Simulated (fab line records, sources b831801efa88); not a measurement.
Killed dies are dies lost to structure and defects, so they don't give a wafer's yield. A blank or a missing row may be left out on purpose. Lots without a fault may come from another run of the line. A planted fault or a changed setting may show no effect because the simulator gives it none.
Which tool did it? | flow sky130 | 14 lots, 42 wafers sampled, at 1 step of a route of 708

WHAT THE GAUGES READ, wafer by wafer
The record holds no reading of a measuring or inspecting step that can be judged against a usual standard deviation.

WHICH TOOL RAN EACH LOT (tool, then ch and the chambers of the sampled wafers, then the start)
lot  | SKY_SD_N_PEB_05
L276 | litho_track-03 ch 0, day 28 16:44
L277 | litho_track-02 ch 0, day 28 22:46
L278 | litho_track-02 ch 0, day 29 07:52
L281 | litho_track-02 ch 0, day 30 10:37
L282 | litho_track-02 ch 0, day 30 15:34
L285 | litho_track-03 ch 0, day 31 21:32
L288 | litho_track-03, day 32 11:20
L289 | litho_track-04, day 32 22:53
L291 | litho_track-02 ch 0, day 33 14:49
L293 | litho_track-04 ch 0, day 34 05:14
L294 | litho_track-04 ch 0, day 34 08:55
L295 | litho_track-03 ch 0, day 34 15:54
L296 | litho_track-04 ch 0, day 35 06:37
L297 | litho_track-04 ch 0, day 35 08:50
- SKY_SD_N_PEB_05

WHAT THE TOOLS THEMSELVES READ (means of the sampled wafers that have a number; where no wafer has one, the mark that the record gives instead)
SKY_SD_N_PEB_05.
lot  | tool           | exhaust_pa (Pa)
L276 | litho_track-03 | 43.5
L277 | litho_track-02 | 45.2
L278 | litho_track-02 | 45.0
L281 | litho_track-02 | 44.8
L282 | litho_track-02 | 45.1
L285 | litho_track-03 | 45.1
L288 | litho_track-03 | -
L289 | litho_track-04 | -
L291 | litho_track-02 | 44.4
L293 | litho_track-04 | 44.8
L294 | litho_track-04 | 44.5
L295 | litho_track-03 | 45.6
L296 | litho_track-04 | 44.2
L297 | litho_track-04 | 45.9

THE ANSWER, worked out from the rows above alone
Rule: what is usual is taken from the lots themselves. Put in order of their means at a reading, lots are off if they are a third of the lots or fewer, leave a main group of 4 or more, and stand apart from it by a gap of 3 or more times the standard deviation of the main group's means; of several such gaps the widest counts. A main group whose means are all the same, to the digits that the tables above print for the reading, isn't used. A lot without any number at a reading at which 4 lots or more have one is off too. The other lots that the step has rows for count as sound. The gauges are gone through in route order, then the tools' own readings, and for those a lot's mean is taken as printed above. The first step at which some lot is off is used, and at that step the reading that is off furthest; a lot without a number counts as furthest.
Off: L288, L289, at SKY_SD_N_PEB_05 (exhaust_pa). Without a number there: L288, L289. The main group: mean 44.8 Pa, standard deviation 0.61.
A tool fits if, at that step or a process step before it, it ran every lot that is off, and no sound lot after the first of them. None of those tried fits.

WHAT THE SIMULATOR HAD PUT IN
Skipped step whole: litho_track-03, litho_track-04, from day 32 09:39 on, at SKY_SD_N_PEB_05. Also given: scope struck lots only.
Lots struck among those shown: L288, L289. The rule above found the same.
